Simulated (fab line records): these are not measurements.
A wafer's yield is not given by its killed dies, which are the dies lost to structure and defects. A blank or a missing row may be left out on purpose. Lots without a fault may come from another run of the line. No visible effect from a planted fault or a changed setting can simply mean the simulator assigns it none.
The tool behind it: which one? ; flow gf180mcu ; 17 wafers from 6 lots sampled at 2 of the route's 602 steps

== WHAT THE GAUGES READ, wafer by wafer ==
GF_M2_RS_MEAS_05: the measuring method here is four-point-probe.
lot;measured;on;M2_ALCU_RS (ohm/sq)
L921;day 18 15:19;film_metro-03;0.0701 0.0684 0.0692
L924;day 19 17:41;film_metro-02;0.0678 0.0678 0.0695
L926;day 21 08:17;film_metro-03;0.0708 0.0691 0.0709
L928;day 21 22:49;film_metro-02;0.0697 0.0690 0.0699
L935;day 24 00:45;film_metro-01;0.0940 0.0937
L942;day 26 02:59;film_metro-01;0.0709 0.0692 0.0700

== WHAT TOOL EACH LOT RAN ON (gives the tool, then ch and the chambers of the sampled wafers, and finally the start) ==
lot;GF_M2_SPUTTER_02
L921;pvd_sputter-01, day 18 15:12
L924;pvd_sputter-02, day 19 17:34
L926;pvd_sputter-01, day 21 08:12
L928;pvd_sputter-03, day 21 22:43
L935;pvd_sputter-01, day 24 00:40
L942;pvd_sputter-02, day 26 02:51
- GF_M2_SPUTTER_02: material AlCu, target thk 450 nm, time 23.9 s.

== THE ANSWER, worked out from the rows above alone ==
Rule: usual is defined by the lots themselves. Put in order of their means at a reading, lots are off if they are a third of the lots or fewer, leave a main group of 4 or more, and stand apart from it by a gap of 3 or more times the standard deviation of the main group's means; of several such gaps the widest counts. If all means in a main group match to the digits the tables above print for the reading, that group is not used. Also off: a lot with no number at a reading for which 4 or more lots have one. Any other lot the step has rows for is counted as sound.
Off: at GF_M2_RS_MEAS_05 (M2_ALCU_RS), L935. Main group: mean 0.0695 ohm/sq, sd 0.00067.
If a tool, at a process step before that reading, ran all the lots that are off and no sound lot after the first of them, it fits. Those tools and the gauges at GF_M2_RS_MEAS_05 are tried in the same way. One fits: GF_M2_SPUTTER_02 on pvd_sputter-01. A fault onset in the window from L926 (day 21 08:12, its last sound lot) to L935 (day 24 00:40, its first lot off) fits.

== WHAT THE SIMULATOR HAD INSERTED ==
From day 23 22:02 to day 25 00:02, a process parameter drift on pvd_sputter-01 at GF_M2_SPUTTER_02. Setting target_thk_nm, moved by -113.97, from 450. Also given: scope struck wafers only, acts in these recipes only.
Lots struck among those shown: L935. Same finding as the rule above.
